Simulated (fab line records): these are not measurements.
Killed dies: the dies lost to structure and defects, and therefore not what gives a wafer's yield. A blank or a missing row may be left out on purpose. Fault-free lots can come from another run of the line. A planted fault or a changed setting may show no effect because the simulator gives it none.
What tool caused it? ; flow sky130 ; route of 708 steps, sampled at 1 step: 11 lots, 33 wafers

WHAT EACH GAUGE READ, for each wafer
SKY_LI_CONTACT_RS_MEAS_22: measurement is done with a four-point probe. Usual: LI_CONTACT_W_RS 0.280 ohm/sq, standard deviation 0.0033.
lot;measured;on;LI_CONTACT_W_RS (ohm/sq);flag
L425;day 29 05:46;film-metro-03;0.277 0.280 0.278;
L427;day 29 21:12;film-metro-03;0.281 0.281 0.280;
L430;day 30 23:11;film-metro-03;0.279 0.280 0.279;
L431;day 31 15:53;film-metro-01;0.279 0.282 0.283;
L432;day 31 21:39;film-metro-02;0.279 0.279 0.282;
L434;day 32 06:19;film-metro-03;0.286 0.283 0.283;
L439;day 35 06:26;film-metro-03;0.276 0.277 0.277;
L443;day 35 11:23;film-metro-03;0.279 0.276 0.278;
L446;day 36 00:07;film-metro-03;0.277 0.277 0.280;
L447;day 36 14:31;film-metro-03;0.280 0.282 0.281;
L448;day 36 16:50;film-metro-03;0.275 0.274 0.275;

WHICH TOOL RAN EACH LOT (tool, then ch and the chambers of the sampled wafers, then the start)
No process step before these readings appears in the record.

AS READ BY THE TOOLS THEMSELVES (means over the sampled wafers that have a number; for cases with no such wafer, the mark the record gives instead)
The record holds no such reading with a usual standard deviation.

THE ANSWER, worked out from the rows above alone
Rule: a lot is off if the mean of its wafers that have a number lies more than 3 standard deviations from the usual mean. A lot without any number at a reading at which 4 lots or more have one is off too. Any other lot the step has rows for is counted as sound. After the gauges, taken in route order, come the tools' own readings; for these a lot's mean is taken, as printed above. At the first step where some lot is off, the reading lying furthest off is the one used; lots without a number count as furthest.
No lot is off at any reading shown: from this, nothing can be told.

WHAT THE SIMULATOR HAD PUT IN
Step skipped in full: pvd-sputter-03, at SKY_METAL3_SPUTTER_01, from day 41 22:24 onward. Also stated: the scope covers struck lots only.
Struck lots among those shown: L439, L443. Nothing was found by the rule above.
